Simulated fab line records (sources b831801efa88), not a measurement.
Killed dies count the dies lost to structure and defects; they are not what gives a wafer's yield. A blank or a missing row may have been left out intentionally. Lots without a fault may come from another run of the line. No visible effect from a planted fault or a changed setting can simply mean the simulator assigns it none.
Which tool was responsible?	flow sky130	33 wafers from 11 lots sampled at 4 of the route's 708 steps

WHAT THE GAUGES SHOWED, per wafer
SKY_CONTACT_THK_MEAS_26: measures by xrf. Usual: CONTACT_W_THK gives 347 nm (standard deviation 5.9).
lot	measured	on	CONTACT_W_THK (nm)	flag
L606	day 32 08:43	film_metro-01	353 349 351	
L607	day 33 13:11	film_metro-04	341 343 342	
L609	day 34 05:28	film_metro-03	351 343 350	
L608	day 34 09:20	film_metro-03	347 340 340	
L616	day 36 05:49	film_metro-01	356 350 356	
L617	day 36 09:10	film_metro-03	348 352 351	
L619	day 37 02:37	film_metro-01	355 350 355	
L621	day 37 14:14	film_metro-03	352 345 352	
L622	day 37 18:53	film_metro-01	348 355 347	
L623	day 37 23:25	film_metro-04	345 350 345	
L625	day 38 15:15	film_metro-04	336 343 344	

SKY_METAL2_THK_MEAS_06: measures by xrf. Usual: METAL2_ALCU_THK gives 250 nm (standard deviation 3).
lot	measured	on	METAL2_ALCU_THK (nm)	flag
L606	day 34 18:40	film_metro-02	246 248 246	
L607	day 35 22:20	film_metro-02	227 225 224	OFF
L609	day 36 13:55	film_metro-02	251 254 252	
L608	day 36 17:52	film_metro-01	231 229 230	OFF
L616	day 38 13:34	film_metro-01	251 249 248	
L617	day 38 16:47	film_metro-01	248 249 249	
L619	day 39 10:31	film_metro-03	251 253 251	
L621	day 39 21:47	film_metro-01	249 250 248	
L622	day 40 02:01	film_metro-02	244 243 247	
L623	day 40 04:43	film_metro-03	252 252 250	
L625	day 40 21:30	film_metro-01	253 255 251	

WHAT TOOL EACH LOT RAN ON (gives the tool, then ch and the chambers of the sampled wafers, and finally the start)
lot	SKY_METAL1_ETCH_18	SKY_METAL2_SPUTTER_04
L606	rie_metal-02 ch 0,1, day 33 13:06	pvd_sputter-01, day 34 18:30
L607	rie_metal-01 ch 0,1, day 34 16:43	pvd_sputter-01, day 35 22:08
L609	rie_metal-01 ch 1, day 35 08:44	pvd_sputter-04, day 36 13:44
L608	rie_metal-02 ch 0,1, day 35 12:28	pvd_sputter-01, day 36 17:41
L616	rie_metal-01 ch 0, day 37 08:19	pvd_sputter-02, day 38 13:24
L617	rie_metal-01 ch 0,1, day 37 12:16	pvd_sputter-02, day 38 16:37
L619	rie_metal-02 ch 0,1, day 38 05:30	pvd_sputter-04, day 39 10:21
L621	rie_metal-04 ch 1, day 38 16:51	pvd_sputter-02, day 39 21:36
L622	rie_metal-02 ch 0,1, day 38 22:01	pvd_sputter-01, day 40 01:49
L623	rie_metal-04 ch 0,1, day 39 01:28	pvd_sputter-04, day 40 04:33
L625	rie_metal-02 ch 0,1, day 39 17:15	pvd_sputter-04, day 40 21:19
- SKY_METAL1_ETCH_18: etches BARC in N2/H2, stops on SiO2, time 45.9 s, target depth 60 nm.
- SKY_METAL2_SPUTTER_04: material TiN, target thk 70 nm, time 58.3 s.

AS READ BY THE TOOLS THEMSELVES (means over the sampled wafers that have a number; for cases with no such wafer, the mark the record gives instead)
SKY_METAL1_ETCH_18. Usual: drypump_motor_current_A 5.8 A, standard deviation 0.46; oes_product_au 0.854 a.u., standard deviation 0.0048; throttle_valve_pct 13.224 %, standard deviation 0.0089.
lot	tool	drypump_motor_current_A (A)	oes_product_au (a.u.)	throttle_valve_pct (%)	flag
L606	rie_metal-02	5.6	0.854	13.216	
L607	rie_metal-01	5.4	0.860	13.232	
L609	rie_metal-01	5.1	0.851	13.221	
L608	rie_metal-02	5.9	0.853	13.224	
L616	rie_metal-01	5.9	0.852	13.224	
L617	rie_metal-01	5.4	0.854	13.222	
L619	rie_metal-02	5.9	0.852	13.225	
L621	rie_metal-04	6.5	0.852	13.227	
L622	rie_metal-02	5.6	0.855	13.222	
L623	rie_metal-04	6.2	0.851	13.227	
L625	rie_metal-02	5.8	0.855	13.221	

SKY_METAL2_SPUTTER_04. Usual: throttle_valve_pct 30.2 %, standard deviation 0.7.
lot	tool	throttle_valve_pct (%)	flag
L606	pvd_sputter-01	30.1	
L607	pvd_sputter-01	30.0	
L609	pvd_sputter-04	29.8	
L608	pvd_sputter-01	30.1	
L616	pvd_sputter-02	29.9	
L617	pvd_sputter-02	29.7	
L619	pvd_sputter-04	30.4	
L621	pvd_sputter-02	29.7	
L622	pvd_sputter-01	30.8	
L623	pvd_sputter-04	30.4	
L625	pvd_sputter-04	30.1	

THE ANSWER, worked out from the rows above alone
Rule: a lot is off if the mean of its wafers that have a number lies more than 3 standard deviations from the usual mean. A lot without any number at a reading at which 4 lots or more have one is off too. All remaining lots with rows at the step are treated as sound. After the gauges, taken in route order, come the tools' own readings; for these a lot's mean is taken, as printed above. The first step at which some lot is off is used, and at that step the reading that is off furthest; a lot without a number counts as furthest.
Off: L607, L608, at SKY_METAL2_THK_MEAS_06 (METAL2_ALCU_THK).
A tool fits if, at a process step before that reading, it ran every lot that is off, and no sound lot after the first of them. Those tools and the gauges at SKY_METAL2_THK_MEAS_06 are tried in the same way. Of those tried, none fits.

WHAT THE SIMULATOR HAD INSERTED
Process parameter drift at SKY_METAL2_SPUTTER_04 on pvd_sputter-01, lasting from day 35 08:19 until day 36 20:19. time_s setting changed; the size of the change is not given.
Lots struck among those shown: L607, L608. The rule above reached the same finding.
